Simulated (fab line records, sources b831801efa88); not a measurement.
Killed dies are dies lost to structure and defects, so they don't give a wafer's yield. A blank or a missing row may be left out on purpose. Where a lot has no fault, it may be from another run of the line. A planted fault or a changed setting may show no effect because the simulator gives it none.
Problem report in the 8D (eight disciplines) form, filled by code || flow gf180mcu || the parts of the form that need people (team, actions taken, sign-off) are left out

## 1. PROBLEM STATEMENT
Mean NWELL_TW at GF_NWELL_TW_MEAS_11: 1712 over 6 wafers in 2 lots; fault-free wafers: 1565, standard deviation 19. Relative to the usual mean, that is a shift of +7.8 standard deviations.
First seen on wafer L221.2, day 7 21:31, on film metro-04. The record holds 36 wafers of 12 lots with a number at this step. Rule for "out", or "out of limits": more than 4 standard deviations from the usual mean. The rest of the wafers with a number are treated as sound.

## 2. WHAT IT IS; WHAT IT IS NOT
{"question": "which readings at this step", "is": "NWELL_TW", "is not": "-"}
{"question": "which lots", "is": "L221, L222", "is not": "L202, L204, L205, L206, L207, L208, L209, L210, L213, L214"}
{"question": "which wafers of those lots", "is": "all that have a number", "is not": "-"}
{"question": "read on which gauges", "is": "film metro-03, film metro-04", "is not": "film metro-01"}
{"question": "when", "is": "from day 7 21:31", "is not": "up to then (30 sound wafers)"}

## 3. SUSPECTS, AND WHAT RULES EACH OUT
Counting: a tool at a process step up to the reading stays a suspect if it ran every lot that is out and no sound lot after the first of them.
- the gauge at GF_NWELL_TW_MEAS_11 has been ruled out. The wafers that are out were read on 2 gauges (film metro-03, film metro-04).
- implanter-03 at GF_NWELL_IMPLANT_08: kept. It ran every lot that is out, first L221 (day 7 21:07), and no sound lot after that; its last sound lot up to then is L210 (day 5 18:18). On those wafers its own readings are out: tilt deg.
Left after counting: implanter-03 at GF_NWELL_IMPLANT_08.

## 4. THE CAUSE (what the simulator had put in)
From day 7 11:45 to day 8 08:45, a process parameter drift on implanter-03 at GF_NWELL_IMPLANT_08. The setting tilt deg was moved by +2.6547, starting from 0. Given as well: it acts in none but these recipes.
After counting, this tool was the only one left.

## 5. THE EFFECT CHAIN, in route order
Each row: a reading whose mean over the struck wafers that have a number lies more than 3 standard deviations from the usual. Scope: only readings with a usual standard deviation given in the record; hours: median across lots of the time from each lot's start at the first step in this table that gives one to its start at this step; sigmas: change in usual standard deviations.
{"hours": 0, "step": "GF_NWELL_IMPLANT_08", "reading": "tilt deg", "usual": "0.006 degrees", "on struck wafers": 2.660, "change": "+2.655", "sigmas": "+99 or more"}
{"hours": 0, "step": "GF_NWELL_TW_MEAS_11", "reading": "NWELL_TW", "usual": 1565, "on struck wafers": 1712, "change": "+147", "sigmas": "+7.8"}
{"hours": 127, "step": "GF_VT_IMPLANT_RS_MEAS_47", "reading": "NWELL_RS", "usual": "487.5 ohm/sq", "on struck wafers": 620.8, "change": "+133.3", "sigmas": "+95"}
The process steps in it:
- GF_NWELL_IMPLANT_08
Later measuring or inspecting steps at which every struck wafer that the step has a row for has a number for every such reading, and none has moved that far: GF_HV_LDD_TW_MEAS_11.

## 6. WHAT WOULD HAVE CAUGHT IT SOONER
Counted from the fault's start at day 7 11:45, it took 10 hours until the first out-of-limits reading at a measuring or inspecting step in this record, taken at day 7 21:31.
The tool's own readings at GF_NWELL_IMPLANT_08 were out on every struck wafer that the step has a row for (tilt deg): an alarm limit on them would have fired on the first of those.
L222, from the lots that are out (2), started GF_NWELL_IMPLANT_08 on implanter-03 later than day 7 21:31. A hold on the tool at that time would have spared it.
